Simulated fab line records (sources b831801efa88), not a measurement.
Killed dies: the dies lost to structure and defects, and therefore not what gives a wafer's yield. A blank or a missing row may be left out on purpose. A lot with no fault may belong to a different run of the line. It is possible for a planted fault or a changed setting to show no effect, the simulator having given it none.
Chamber matching + flow gf180mcu + GF_V3_ETCH_16 on rie-diel-03: 4 sister chambers
The step etches BARC in N2/H2. 8 wafers are shown with their chamber, then 7 later ones without.

== WAFERS WITH THEIR CHAMBER ==
| wafer  | chamber | drypump-motor-current-A (A) | oes-product-au (a.u.) |
|--------|---------|-----------------------------|-----------------------|
| L076.3 | 2       | 6.4                         | 0.849                 |
| L084.3 | 2       | 6.4                         | 0.852                 |
| L084.5 | 3       | 4.8                         | 0.853                 |
| L086.2 | 0       | 5.7                         | 0.861                 |
| L087.1 | 3       | 4.8                         | 0.852                 |
| L087.5 | 1       | 6.0                         | 0.852                 |
| L088.2 | 0       | 5.6                         | 0.862                 |
| L088.4 | 1       | 6.0                         | 0.854                 |

== WAFERS WHOSE CHAMBER IS MISSING ==
| wafer  | drypump-motor-current-A (A) | oes-product-au (a.u.) |
|--------|-----------------------------|-----------------------|
| L088.5 | 4.9                         | 0.855                 |
| L089.4 | 5.6                         | 0.848                 |
| L089.5 | 6.5                         | 0.846                 |
| L089.6 | 6.0                         | 0.856                 |
| L096.1 | 4.8                         | 0.852                 |
| L096.2 | 5.6                         | 0.856                 |
| L096.3 | 6.4                         | 0.854                 |

== WHICH CHAMBER EACH WENT THROUGH ==
| wafer  | from the rows above     | in truth |
|--------|-------------------------|----------|
| L088.5 | 3                       | 3        |
| L089.4 | can't be placed: 0 or 1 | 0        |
| L089.5 | 2                       | 2        |
| L089.6 | 1                       | 1        |
| L096.1 | 3                       | 3        |
| L096.2 | 0                       | 0        |
| L096.3 | 2                       | 2        |
Placed correctly: 6 of 7. Not placeable from these rows: 1 (in 1, the candidates include the true chamber). Placed wrongly: 0.
How it was worked out, from the rows above alone: a wafer's distance from a chamber is the root of the sum, over the readings, of the square of ((its reading less the chamber's mean) divided by the reading's scatter). If the next closest chamber is less than 2 further off than the closest, the wafer can't be placed; otherwise it belongs to the closest. The mean given for a chamber averages the wafers shown for that chamber. The scatter: take each reading less its chamber's mean, square it, sum over the shown wafers, divide by the number of wafers less the number of chambers, and take the root.
